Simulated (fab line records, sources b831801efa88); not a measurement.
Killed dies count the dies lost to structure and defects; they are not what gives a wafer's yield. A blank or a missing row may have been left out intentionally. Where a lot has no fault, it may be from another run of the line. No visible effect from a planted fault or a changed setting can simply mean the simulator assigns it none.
Comparing a struck lot with a sound one    flow gf180mcu    15 out of 602 route steps
Sound: the wafers L574.4, L574.5, L574.6. The struck wafers were L579.3, L579.5, L579.6. The cause comes at the end.
Per side, at each step with rows, come the tool, then ch with its chambers, and then its first start. Under that, the readings that differ: sound wafers    struck wafers    difference of the means    sigmas: that difference in standard deviations of wafers without a fault.
alike: same words and numbers on both sides, and readings whose means sit less than 2 such deviations apart. not compared: any withheld reading, any reading some wafer has no value for, any bound like >300 that may hide the same value, and any number with overlapping values for which the record gives no deviation.
Wherever a step has rows on one side only, a row that says differs or no value, or a row with sigmas, the two part there. Numbers that have no deviation but don't overlap get no sigmas and don't part them. A reading that every wafer of one side lacks parts them only if that side has two wafers or more.

first, 1 step without rows for these wafers: GF_NSD_IMPLANT_10.
GF_NSD_STRIP_11: strips in O2/N2.
  sound on plasma asher-01 ch 0,1, day 15 09:37; struck on plasma asher-03 ch 0,1, day 17 16:13
  alike: drypump motor current A, heater power w, n2 flow sccm, oes product au, strip time to endpoint s
  not compared: rf hours counter h
GF_NSD_TW_MEAS_12:
  sound on film metro-02 at day 15 09:43; struck on film metro-02 at day 17 16:19
  alike: NSD_TW
then, 7 steps without rows for these wafers: GF_PSD_DEHYDRATE_00 (time 60 s); GF_PSD_HMDS_01 (prime time 60 s); GF_PSD_COAT_02 (resist thk 1000 nm); GF_PSD_SOFTBAKE_03 (time 60 s); GF_PSD_EXPOSE_04 (exposes mask Pplus, target cd 400 nm); GF_PSD_PEB_05; GF_PSD_DEVELOP_06 (develop time 60 s).
GF_PSD_CD_MEAS_07: the cd target is 400 nm.
  sound on cd sem-02 at day 16 07:23; struck on cd sem-01 at day 18 15:46
  alike: cd nm
GF_PSD_OVL_MEAS_08:
  sound on overlay-02 at day 16 07:28; struck on overlay-01 at day 18 15:52
  alike: PSD_OVL
GF_PSD_IMPLANT_09:
  sound on implanter-03 ch 0, day 16 07:34; struck on implanter-03 ch 0, day 18 15:56
reading                    sound                 struck                difference  sigmas
beam energy keV            39.996 39.990 40.007  40.588 40.562 40.576  +0.578      +44
model.implant.drp nm (nm)  15.87 15.87 15.87     16.03 16.03 16.03     +0.16       
GF_PSD_STRIP_10: strips in O2/N2.
  sound on plasma asher-01 ch 0,1, day 16 07:40; struck on plasma asher-02 ch 0,1, day 18 16:04
reading             sound        struck       difference  sigmas
heater power w (W)  333 300 338  422 394 415  +87         +2
  alike: drypump motor current A, n2 flow sccm, oes product au, strip time to endpoint s
  not compared: rf hours counter h
after that, 1 step had no rows for these wafers: GF_PASSIVATION_PROBE_99.

WHERE THEY PART
Last at GF_PSD_STRIP_10 as far as this record goes, first at GF_PSD_IMPLANT_09.

WHY: whatever the simulator had introduced
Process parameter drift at GF_PSD_IMPLANT_09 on implanter-03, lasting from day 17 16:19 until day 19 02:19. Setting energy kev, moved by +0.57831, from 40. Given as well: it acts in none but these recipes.
